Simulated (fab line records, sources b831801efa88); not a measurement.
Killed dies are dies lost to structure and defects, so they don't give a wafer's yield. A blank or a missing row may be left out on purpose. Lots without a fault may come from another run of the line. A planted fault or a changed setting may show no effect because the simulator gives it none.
A struck lot beside a sound one | flow sky130 | 14 steps out of a route of 708
Sound: wafers L147.1, L147.3, L147.5. Struck: wafers L137.4, L137.5, L137.6. The cause comes at the end.
At each step with rows: each side's tool, then ch and its chambers, then its first start. Under that, the readings that differ: sound wafers | struck wafers | difference of the means | sigmas: that difference in standard deviations of wafers without a fault.
alike: readings whose means differ by less than 2 such deviations, and words and numbers that are the same on both sides. not compared: withheld readings, readings that some wafer has no value for, bounds like >300 that may hide the same value, and numbers for which the record gives no deviation and whose values overlap.
The two part at a step that has a row with sigmas, a row that says differs or no value, or rows on one side only. Numbers that don't overlap but have no deviation are shown without sigmas and don't part them. A reading that every wafer of one side lacks parts them only if that side has two wafers or more.

first, 4 steps without rows for these wafers: SKY_VIA2_STRIP_17 (strips in post etch residue remover, time 1200 s); SKY_VIA2_CLEAN_18 (cleans in IPA, time 180 s); SKY_VIA2_CLEAN_19 (cleans in O3/DIW); SKY_VIA2_SPUTTER_20 (material TiN, target thk 20 nm, time 80 s).
SKY_VIA2_CVD_21: deposits W, target thk 420 nm, time 126.4 s.
  sound on cvd_w-01 ch 0, day 40 22:17; struck on cvd_w-01 ch 0,1, day 38 00:29
  alike: heater_power_w
SKY_VIA2_RS_MEAS_22: measures by four-point-probe.
  sound on film_metro-01, day 40 22:25; struck on film_metro-01, day 38 00:37
  alike: VIA2_W_RS
SKY_VIA2_THK_MEAS_23: measures by xrf.
  sound on film_metro-01, day 40 22:32; struck on film_metro-01, day 38 00:43
  alike: VIA2_W_THK
then, 1 step without rows for these wafers: SKY_VIA2_CMP_24 (polishes, stops on SiO2, t overpolish 20 s, target thk 0 nm).
SKY_METAL3_SPUTTER_00: material Ti, target thk 15 nm, time 10 s.
  sound on pvd_sputter-01, day 40 22:54; struck on pvd_sputter-04, day 38 01:02
  alike: cathode_dc_power_W, throttle_valve_pct
SKY_METAL3_SPUTTER_01: material TiN, target thk 20 nm, time 16.7 s.
  sound on pvd_sputter-01, day 40 22:55; struck on pvd_sputter-04, day 38 01:04
  alike: cathode_dc_power_W, throttle_valve_pct
then, 1 step without rows for these wafers: SKY_METAL3_SPUTTER_02 (material AlCu, target thk 735 nm, time 39.1 s).
SKY_METAL3_SPUTTER_03: material Ti, target thk 5 nm, time 3.3 s.
  sound on pvd_sputter-01, day 40 22:59; struck on pvd_sputter-04, day 38 01:08
  alike: cathode_dc_power_W, throttle_valve_pct
SKY_METAL3_SPUTTER_04: material TiN, target thk 70 nm, time 58.3 s.
  sound on pvd_sputter-01, day 40 23:00; struck on pvd_sputter-04, day 38 01:09
  reading                                    | sound                | struck               | difference | sigmas
  cathode_dc_power_W (W)                     | 6501.5 6501.8 6500.9 | 5557.2 5558.5 5558.0 | -943.5     | -99 or more
  model.TiN_of_METAL3_SPUTTER_04.thk_nm (nm) | 70.06 70.62 70.04    | 60.78 60.14 60.89    | -9.64      |
  alike: throttle_valve_pct
SKY_CAPM_CVD_00: deposits SiO2, target thk 15.5 nm.
  sound on pecvd-04 ch 0,1, day 40 23:03; struck on pecvd-03 ch 0,1,2, day 38 01:13
  alike: heater_power_w, rf_fwd_power_W

WHERE THEY PART
Only at SKY_METAL3_SPUTTER_04, within this record. Later steps at which nothing parts them and some readings are alike: SKY_CAPM_CVD_00.

WHY: what the simulator had put in
Process parameter drift: pvd_sputter-04, from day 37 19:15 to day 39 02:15, at SKY_METAL3_SPUTTER_04. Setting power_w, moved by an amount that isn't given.
